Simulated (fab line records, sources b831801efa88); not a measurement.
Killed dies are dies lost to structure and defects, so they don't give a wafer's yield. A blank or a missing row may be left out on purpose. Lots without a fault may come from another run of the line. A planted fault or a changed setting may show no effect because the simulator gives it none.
Which tool did it? | flow sky130 | 15 lots, 45 wafers sampled, at 1 step of a route of 708

WHAT THE GAUGES READ, wafer by wafer
SKY_VIA1_BOW_MEAS_03.
lot  | measured     | on            | VIA1_BOW (um)
L646 | day 32 21:39 | film_metro-04 | 93 79 88
L647 | day 33 07:10 | film_metro-01 | 80 80 93
L648 | day 33 15:22 | film_metro-04 | 96 78 81
L649 | day 34 05:35 | film_metro-02 | 83 80 71
L651 | day 34 16:05 | film_metro-02 | 86 87 96
L652 | day 35 01:26 | film_metro-01 | 86 78 81
L654 | day 35 11:31 | film_metro-01 | 82 84 79
L655 | day 35 19:19 | film_metro-04 | 90 98 92
L656 | day 36 03:39 | film_metro-02 | 85 77 83
L662 | day 38 04:11 | film_metro-01 | 76 75 83
L663 | day 38 07:38 | film_metro-04 | 79 80 80
L664 | day 38 08:55 | film_metro-01 | 82 91 95
L667 | day 39 15:10 | film_metro-01 | 79 85 83
L668 | day 39 18:23 | film_metro-01 | 69 87 86
L669 | day 40 09:37 | film_metro-01 | 78 72 80

WHICH TOOL RAN EACH LOT (tool, then ch and the chambers of the sampled wafers, then the start)
The record holds no process step before these readings.

WHAT THE TOOLS THEMSELVES READ (means of the sampled wafers that have a number; where no wafer has one, the mark that the record gives instead)
The record holds no such reading with a usual standard deviation.

THE ANSWER, worked out from the rows above alone
Rule: what is usual is taken from the lots themselves. Put in order of their means at a reading, lots are off if they are a third of the lots or fewer, leave a main group of 4 or more, and stand apart from it by a gap of 3 or more times the standard deviation of the main group's means; of several such gaps the widest counts. A main group whose means are all the same, to the digits that the tables above print for the reading, isn't used. A lot without any number at a reading at which 4 lots or more have one is off too. The other lots that the step has rows for count as sound. The gauges are gone through in route order, then the tools' own readings, and for those a lot's mean is taken as printed above. The first step at which some lot is off is used, and at that step the reading that is off furthest; a lot without a number counts as furthest.
No lot is off at any reading shown: from this, nothing can be told.

WHAT THE SIMULATOR HAD PUT IN
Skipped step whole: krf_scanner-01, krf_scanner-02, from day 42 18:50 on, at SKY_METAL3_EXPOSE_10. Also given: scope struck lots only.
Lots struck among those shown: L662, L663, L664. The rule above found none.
